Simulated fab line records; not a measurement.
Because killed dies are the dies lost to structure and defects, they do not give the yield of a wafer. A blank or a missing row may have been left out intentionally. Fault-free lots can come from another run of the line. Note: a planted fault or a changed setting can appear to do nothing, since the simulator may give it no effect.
A single fault, viewed from 2 desks || flow gf180mcu || every desk sees just its own numbers, and what lay behind them comes last

## AT THE TOOL OWNER'S DESK: cvdW-01
The tool's own readings at GF_V1_CVD_23 (deposits W, target thk 350 nm, time 105.05 s): means of the sampled wafers that have a number, for each lot that ran on this tool. Any lot whose mean is over 4 standard deviations away from the usual mean is out of limits and marked OUT; that distance is given in the brackets.
Columns: A = chamberPressureTorr at GF_V1_CVD_23, usual 40.01 Torr; B = heaterPowerW at GF_V1_CVD_23, usual 966 W
{"lot": "L128", "first seen here": "day 20 06:13", "A": "41.06 (+11) OUT", "B": 1047}
{"lot": "L129", "first seen here": "day 20 16:28", "A": "41.01 (+11) OUT", "B": 1059}
{"lot": "L131", "first seen here": "day 21 12:11", "A": "42.02 (+21) OUT", "B": 993}
{"lot": "L139", "first seen here": "day 24 03:08", "A": 39.98, "B": 1000}
{"lot": "L146", "first seen here": "day 26 04:52", "A": 40.03, "B": 1059}
This desk's verdict: out of limits on L128, L129, L131, starting with L128 at day 20 06:13 (chamberPressureTorr at GF_V1_CVD_23). Within limits: L139, L146.

## AT THE METROLOGY DESK
What the gauges read for every lot (on any tool): the sampled wafers with a number, averaged. Any lot whose mean is over 4 standard deviations away from the usual mean is out of limits and marked OUT; that distance is given in the brackets.
Columns: A = cdNm at GF_V1_CD_MEAS_14, usual 259.9 nm; B = V1_OVL at GF_V1_OVL_MEAS_15, usual -2 nm; C = V1_W_RS at GF_V1_RS_MEAS_24, usual 0.327 ohm/sq
{"lot": "L128", "first seen here": "day 20 05:20", "A": 259.6, "B": 3, "C": 0.327}
{"lot": "L129", "first seen here": "day 20 15:33", "A": 260.4, "B": -7, "C": 0.324}
{"lot": "L131", "first seen here": "day 21 11:16", "A": 259.7, "B": -3, "C": 0.326}
{"lot": "L139", "first seen here": "day 24 02:13", "A": 259.8, "B": -5, "C": 0.330}
{"lot": "L141", "first seen here": "day 24 14:08", "A": 260.5, "B": -1, "C": 0.324}
{"lot": "L143", "first seen here": "day 25 09:44", "A": 258.6, "B": 1, "C": 0.323}
{"lot": "L146", "first seen here": "day 26 03:55", "A": 259.7, "B": -5, "C": 0.331}
Finding of this desk: none of the 7 lots has anything out of limits.

## BROUGHT TOGETHER
On L128, L129, L131, at day 20 06:13, an alarm was possible from the tool owner's desk.
The metrology desk saw nothing out of limits.
The metrology desk has L128, L129, L131 on record, within its limits.
GF_V1_CVD_23 was run on cvdW-01 by each of the lots named.

## WHAT WAS PUT IN BY THE SIMULATOR
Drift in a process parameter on cvdW-01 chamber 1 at GF_V1_CVD_23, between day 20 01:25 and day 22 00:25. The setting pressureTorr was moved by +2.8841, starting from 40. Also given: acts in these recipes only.
Struck lots among those shown: L128, L129, L131.
Each desk's first reading out of limits, in hours after the fault started: the tool owner's desk, 5.
